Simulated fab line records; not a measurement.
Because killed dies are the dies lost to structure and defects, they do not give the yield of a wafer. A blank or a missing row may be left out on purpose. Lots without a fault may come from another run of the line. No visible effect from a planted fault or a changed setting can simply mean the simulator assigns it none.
Which tool was responsible? :: flow gf180mcu :: 12 lots with 36 wafers sampled at 2 steps, on a route of 602 steps

== WHAT THE GAUGES READ, wafer by wafer ==
GF_V2_THK_MEAS_01. Usual: for V2_CVD_00_THK the level is 594 nm and the standard deviation is 6.4.
lot: L163
measured: day 18 23:53
on: filmMetro-03
V2_CVD_00_THK (nm): 600 602 610
flag: 

lot: L166
measured: day 20 05:40
on: filmMetro-02
V2_CVD_00_THK (nm): 605 602 601
flag: 

lot: L167
measured: day 20 10:31
on: filmMetro-02
V2_CVD_00_THK (nm): 586 599 595
flag: 

lot: L168
measured: day 21 07:25
on: filmMetro-04
V2_CVD_00_THK (nm): 599 594 599
flag: 

lot: L169
measured: day 21 09:40
on: filmMetro-04
V2_CVD_00_THK (nm): 594 595 588
flag: 

lot: L175
measured: day 23 14:34
on: filmMetro-03
V2_CVD_00_THK (nm): 582 595 599
flag: 

lot: L176
measured: day 24 07:40
on: filmMetro-02
V2_CVD_00_THK (nm): 596 595 590
flag: 

lot: L178
measured: day 24 20:43
on: filmMetro-03
V2_CVD_00_THK (nm): 600 598 600
flag: 

lot: L181
measured: day 25 23:49
on: filmMetro-04
V2_CVD_00_THK (nm): 589 595 584
flag: 

lot: L182
measured: day 26 03:31
on: filmMetro-04
V2_CVD_00_THK (nm): 590 593 587
flag: 

lot: L185
measured: day 26 19:02
on: filmMetro-03
V2_CVD_00_THK (nm): 583 585 586
flag: 

lot: L186
measured: day 27 02:01
on: filmMetro-03
V2_CVD_00_THK (nm): 589 589 583
flag: 

== WHICH TOOL RAN EACH LOT (tool, then ch and the chambers of the sampled wafers, then the start) ==
lot: L163
GF_M2_STRIP_17: plasmaAsher-01 ch 0,1, day 18 23:17

lot: L166
GF_M2_STRIP_17: plasmaAsher-04 ch 0,1, day 20 04:58

lot: L167
GF_M2_STRIP_17: plasmaAsher-03 ch 0, day 20 09:34

lot: L168
GF_M2_STRIP_17: plasmaAsher-03 ch 0,1, day 21 06:47

lot: L169
GF_M2_STRIP_17: plasmaAsher-04 ch 0,1, day 21 09:04

lot: L175
GF_M2_STRIP_17: plasmaAsher-01 ch 0,1, day 23 13:58

lot: L176
GF_M2_STRIP_17: plasmaAsher-03 ch 1, day 24 07:01

lot: L178
GF_M2_STRIP_17: plasmaAsher-04 ch 0,1, day 24 20:04

lot: L181
GF_M2_STRIP_17: plasmaAsher-01 ch 0,1, day 25 23:11

lot: L182
GF_M2_STRIP_17: plasmaAsher-01 ch 0,1, day 26 02:55

lot: L185
GF_M2_STRIP_17: plasmaAsher-01 ch 0,1, day 26 18:06

lot: L186
GF_M2_STRIP_17: plasmaAsher-01 ch 0,1, day 27 01:25
- GF_M2_STRIP_17: strips in O2/N2.

== WHAT THE TOOLS THEMSELVES READ (means of the sampled wafers that have a number; where no wafer has one, the mark that the record gives instead) ==
GF_M2_STRIP_17. Usual: drypumpMotorCurrentA 5.6 A, standard deviation 0.62; heaterPowerW 335 W, standard deviation 28; oesProductAu 0.557 a.u., standard deviation 0.005; stripTimeToEndpointS 7.86 s, standard deviation 0.051.
lot: L163
tool: plasmaAsher-01
drypumpMotorCurrentA (A): 5.2
heaterPowerW (W): 358
oesProductAu (a.u.): 0.555
stripTimeToEndpointS (s): 7.90
flag: 

lot: L166
tool: plasmaAsher-04
drypumpMotorCurrentA (A): 6.3
heaterPowerW (W): 314
oesProductAu (a.u.): 0.556
stripTimeToEndpointS (s): 7.89
flag: 

lot: L167
tool: plasmaAsher-03
drypumpMotorCurrentA (A): 5.1
heaterPowerW (W): 289
oesProductAu (a.u.): 0.564
stripTimeToEndpointS (s): 7.95
flag: 

lot: L168
tool: plasmaAsher-03
drypumpMotorCurrentA (A): 5.5
heaterPowerW (W): 309
oesProductAu (a.u.): 0.551
stripTimeToEndpointS (s): 7.81
flag: 

lot: L169
tool: plasmaAsher-04
drypumpMotorCurrentA (A): 5.8
heaterPowerW (W): 329
oesProductAu (a.u.): 0.556
stripTimeToEndpointS (s): 7.74
flag: 

lot: L175
tool: plasmaAsher-01
drypumpMotorCurrentA (A): 5.2
heaterPowerW (W): 351
oesProductAu (a.u.): 0.556
stripTimeToEndpointS (s): 7.93
flag: 

lot: L176
tool: plasmaAsher-03
drypumpMotorCurrentA (A): 6.2
heaterPowerW (W): 349
oesProductAu (a.u.): 0.559
stripTimeToEndpointS (s): 7.84
flag: 

lot: L178
tool: plasmaAsher-04
drypumpMotorCurrentA (A): 6.3
heaterPowerW (W): 314
oesProductAu (a.u.): 0.551
stripTimeToEndpointS (s): 7.83
flag: 

lot: L181
tool: plasmaAsher-01
drypumpMotorCurrentA (A): 5.5
heaterPowerW (W): 344
oesProductAu (a.u.): 0.552
stripTimeToEndpointS (s): 7.82
flag: 

lot: L182
tool: plasmaAsher-01
drypumpMotorCurrentA (A): 5.5
heaterPowerW (W): 339
oesProductAu (a.u.): 0.557
stripTimeToEndpointS (s): 7.79
flag: 

lot: L185
tool: plasmaAsher-01
drypumpMotorCurrentA (A): 5.2
heaterPowerW (W): 350
oesProductAu (a.u.): 0.552
stripTimeToEndpointS (s): 7.82
flag: 

lot: L186
tool: plasmaAsher-01
drypumpMotorCurrentA (A): 5.2
heaterPowerW (W): 357
oesProductAu (a.u.): 0.557
stripTimeToEndpointS (s): 7.87
flag: 

== THE ANSWER, worked out from the rows above alone ==
Rule: lot off if the mean of its wafers having a number is beyond 3 standard deviations from the usual mean. Also off: a lot with no number at a reading for which 4 or more lots have one. Where the step has rows for the other lots, those lots are counted as sound. After the gauges, taken in route order, come the tools' own readings; for these a lot's mean is taken, as printed above. At the first step where some lot is off, the reading lying furthest off is the one used; lots without a number count as furthest.
No lot is off at any reading shown: from this, nothing can be told.

== WHAT THE SIMULATOR HAD INSERTED ==
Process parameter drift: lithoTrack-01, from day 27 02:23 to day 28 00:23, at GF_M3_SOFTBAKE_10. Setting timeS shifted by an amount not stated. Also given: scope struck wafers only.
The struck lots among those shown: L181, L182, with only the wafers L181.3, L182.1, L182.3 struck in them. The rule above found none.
